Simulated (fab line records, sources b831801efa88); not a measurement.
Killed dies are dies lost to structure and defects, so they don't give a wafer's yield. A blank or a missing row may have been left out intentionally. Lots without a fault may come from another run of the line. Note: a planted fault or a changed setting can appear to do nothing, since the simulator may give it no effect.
Chamber matching | flow gf180mcu | GF_POLY_GATE_ETCH_13 on rieSi-02 has 4 sister chambers
The step etches poly-Si in HBr/Cl2, stops on SiO2, target depth 198.5 nm, time 69.6 s. 20 wafers are shown with their chamber, then 10 later ones without.

## WAFERS WITH THEIR CHAMBER
wafer  | chamber | drypumpMotorCurrentA (A) | oesProductAu (a.u.) | rfFwdPowerW (W)
L838.2 | 0       | 6.3                      | 0.991               | 396.4
L838.4 | 1       | 6.1                      | 0.985               | 396.3
L838.6 | 0       | 6.3                      | 0.993               | 394.1
L839.3 | 0       | 6.3                      | 0.995               | 393.7
L839.4 | 3       | 5.6                      | 0.991               | 396.0
L839.6 | 0       | 6.3                      | 0.997               | 392.7
L840.1 | 3       | 5.7                      | 0.991               | 395.1
L840.3 | 2       | 4.9                      | 0.987               | 397.3
L840.5 | 3       | 5.7                      | 0.991               | 396.7
L841.4 | 3       | 5.7                      | 0.983               | 397.0
L841.5 | 0       | 6.3                      | 0.992               | 397.0
L841.6 | 2       | 4.9                      | 0.989               | 395.6
L842.2 | 0       | 6.3                      | 1.011               | 397.9
L842.5 | 1       | 6.1                      | 1.004               | 396.8
L842.6 | 0       | 6.3                      | 1.003               | 401.1
L843.1 | 2       | 4.9                      | 0.978               | 396.3
L843.4 | 1       | 6.1                      | 0.993               | 396.7
L843.5 | 3       | 5.7                      | 0.989               | 395.6
L851.1 | 3       | 5.7                      | 0.990               | 394.5
L851.4 | 1       | 6.1                      | 1.001               | 397.5

SIGNATURES (means of the wafers above)
reading              | chamber 0 | chamber 1 | chamber 2 | chamber 3 | scatter within a chamber
drypumpMotorCurrentA | 6.300     | 6.100     | 4.900     | 5.683     | 0.0228
oesProductAu         | 0.99743   | 0.99575   | 0.98467   | 0.98917   | 0.00636
rfFwdPowerW          | 396.129   | 396.825   | 396.400   | 395.817   | 1.89
Rule: a wafer's distance from a chamber is the root of the sum, over the readings, of the square of ((its reading less the chamber's mean) divided by the reading's scatter). If the next closest chamber is less than 2 further off than the closest, the wafer can't be placed; otherwise it belongs to the closest. The scatter is the square root of a quotient: the sum, over the shown wafers, of each reading's squared deviation from its chamber's mean, divided by wafers minus chambers.

## WAFERS WITH NO CHAMBER GIVEN
wafer  | drypumpMotorCurrentA (A) | oesProductAu (a.u.) | rfFwdPowerW (W)
L851.5 | 6.1                      | 0.999               | 396.8
L858.1 | 6.1                      | 0.987               | 398.2
L858.4 | 4.9                      | 0.972               | 397.1
L858.6 | 6.1                      | 1.001               | 397.3
L859.2 | 6.1                      | 1.002               | 395.7
L859.4 | 6.1                      | 0.994               | 395.0
L859.6 | 4.9                      | 0.989               | 397.1
L860.2 | 6.1                      | 0.994               | 399.0
L860.3 | 6.3                      | 0.979               | 394.9
L860.4 | 6.3                      | 0.973               | 393.6

## WHICH CHAMBER EACH ONE RAN IN
wafer  | from the rows above | in truth
L851.5 | 1                   | 1
L858.1 | 1                   | 1
L858.4 | 2                   | 2
L858.6 | 1                   | 1
L859.2 | 1                   | 1
L859.4 | 1                   | 1
L859.6 | 2                   | 2
L860.2 | 1                   | 1
L860.3 | 0                   | 0
L860.4 | 0                   | 0
10 of 10 placed correctly. Can't be placed from these rows: 0. Wrongly placed: 0.
